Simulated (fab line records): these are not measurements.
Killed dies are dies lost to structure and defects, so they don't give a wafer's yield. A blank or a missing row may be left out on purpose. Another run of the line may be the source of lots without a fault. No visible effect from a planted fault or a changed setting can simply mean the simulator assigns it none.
Which tool is to blame? -- flow sky130 -- 6 lots with 18 wafers sampled at 3 steps, on a route of 708 steps

== WHAT THE GAUGES READ, wafer by wafer ==
SKY_PASSIVATION_THK_MEAS_01.
lot,measured,on,PASSIVATION_CVD_00_THK (nm)
L628,day 44 23:22,film_metro-02,88.4 89.9 90.6
L631,day 45 21:32,film_metro-03,90.6 90.2 91.6
L632,day 46 00:02,film_metro-03,88.6 89.2 91.8
L638,day 46 22:59,film_metro-03,90.9 90.5 91.0
L640,day 47 14:41,film_metro-03,89.0 88.6 89.8
L645,day 49 00:23,film_metro-02,89.6 90.6 91.2

== TOOL THAT RAN EACH LOT (tool first, then ch and the chambers of the sampled wafers, then the start) ==
lot,SKY_CAP2M_METAL_ETCH_13,SKY_VIA4_CVD_18
L628,"rie_metal-04 ch 0,1, day 41 23:29","cvd_w-02 ch 0,1, day 44 00:06"
L631,"rie_metal-04 ch 0,1, day 42 23:38","cvd_w-01 ch 0,1, day 44 22:50"
L632,"rie_metal-03 ch 0,1, day 43 02:28","cvd_w-01 ch 0,1, day 45 01:51"
L638,"rie_metal-03 ch 1, day 44 03:00","cvd_w-01 ch 0,1, day 46 00:54"
L640,"rie_metal-03 ch 0,1, day 44 20:14","cvd_w-01 ch 0, day 46 16:59"
L645,"rie_metal-03 ch 1, day 46 07:25","cvd_w-01 ch 0,1, day 48 03:52"
- SKY_CAP2M_METAL_ETCH_13: etches TiN in Cl2/BCl3, stops on SiO2, target depth 220 nm, time 62.9 s.
- SKY_VIA4_CVD_18: deposits W, target thk 505 nm, time 152.14 s.

== THE ANSWER, worked out from the rows above alone ==
Rule: the lots themselves supply what counts as usual. Put in order of their means at a reading, lots are off if they are a third of the lots or fewer, leave a main group of 4 or more, and stand apart from it by a gap of 3 or more times the standard deviation of the main group's means; of several such gaps the widest counts. Not used: any main group whose means are identical at the precision the tables above print for the reading. Also off: a lot with no number at a reading for which 4 or more lots have one. The other lots that the step has rows for count as sound.
No lot is off on any of the readings shown, so nothing can be concluded from this.

== WHAT HAD BEEN PUT IN BY THE SIMULATOR ==
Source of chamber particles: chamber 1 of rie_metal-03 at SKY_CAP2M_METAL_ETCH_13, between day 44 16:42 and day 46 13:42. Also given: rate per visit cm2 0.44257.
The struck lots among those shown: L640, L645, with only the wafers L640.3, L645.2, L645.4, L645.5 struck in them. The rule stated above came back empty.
